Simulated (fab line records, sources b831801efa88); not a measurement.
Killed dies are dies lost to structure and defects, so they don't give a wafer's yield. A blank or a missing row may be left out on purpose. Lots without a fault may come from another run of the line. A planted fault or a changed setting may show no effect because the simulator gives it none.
Chamber matching | flow sky130 | SKY_CAP2M_CVD_00 on pecvd-03: 3 sister chambers
The step deposits SiO2, target thk 15.5 nm. 22 wafers are shown with their chamber, then 11 later ones without.

WAFERS WITH THEIR CHAMBER
wafer  | chamber | heater_power_w (W)
L075.1 | 1       | 665
L075.2 | 0       | 668
L075.3 | 2       | 650
L076.1 | 1       | 655
L076.2 | 0       | 775
L076.3 | 2       | 706
L076.4 | 2       | 723
L076.5 | 1       | 653
L076.6 | 0       | 772
L081.2 | 0       | 748
L081.4 | 0       | 730
L081.5 | 2       | 720
L082.1 | 1       | 669
L082.2 | 2       | 609
L082.3 | 0       | 746
L082.4 | 0       | 756
L082.5 | 2       | 626
L082.6 | 1       | 679
L087.1 | 1       | 611
L087.2 | 2       | 696
L087.3 | 0       | 738
L087.4 | 2       | 707

SIGNATURES (means of the wafers above)
reading        | chamber 0 | chamber 1 | chamber 2 | scatter within a chamber
heater_power_w | 741.62    | 655.33    | 679.62    | 36
Rule: a wafer's distance from a chamber is the root of the sum, over the readings, of the square of ((its reading less the chamber's mean) divided by the reading's scatter). The wafer belongs to the nearest chamber; if the next one is less than 2 further off, it can't be placed. The scatter: the root of (the sum of the squares of (reading less its chamber's mean) over the shown wafers, divided by (wafers less chambers)).

WAFERS WITHOUT THEIR CHAMBER
wafer  | heater_power_w (W)
L087.5 | 730
L087.6 | 614
L090.1 | 702
L090.2 | 636
L090.5 | 625
L094.3 | 640
L094.4 | 658
L094.6 | 725
L096.2 | 596
L096.3 | 665
L096.4 | 610

WHICH CHAMBER EACH WENT THROUGH
wafer  | from the rows above          | in truth
L087.5 | can't be placed: 0 or 2 or 1 | 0
L087.6 | can't be placed: 1 or 2      | 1
L090.1 | can't be placed: 2 or 0 or 1 | 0
L090.2 | can't be placed: 1 or 2      | 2
L090.5 | can't be placed: 1 or 2      | 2
L094.3 | can't be placed: 1 or 2      | 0
L094.4 | can't be placed: 1 or 2      | 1
L094.6 | can't be placed: 0 or 2 or 1 | 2
L096.2 | can't be placed: 1 or 2      | 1
L096.3 | can't be placed: 1 or 2 or 0 | 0
L096.4 | can't be placed: 1 or 2      | 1
Placed correctly: 0 of 11. Can't be placed from these rows: 11 (the true chamber is among the candidates in 10). Placed wrongly: 0.
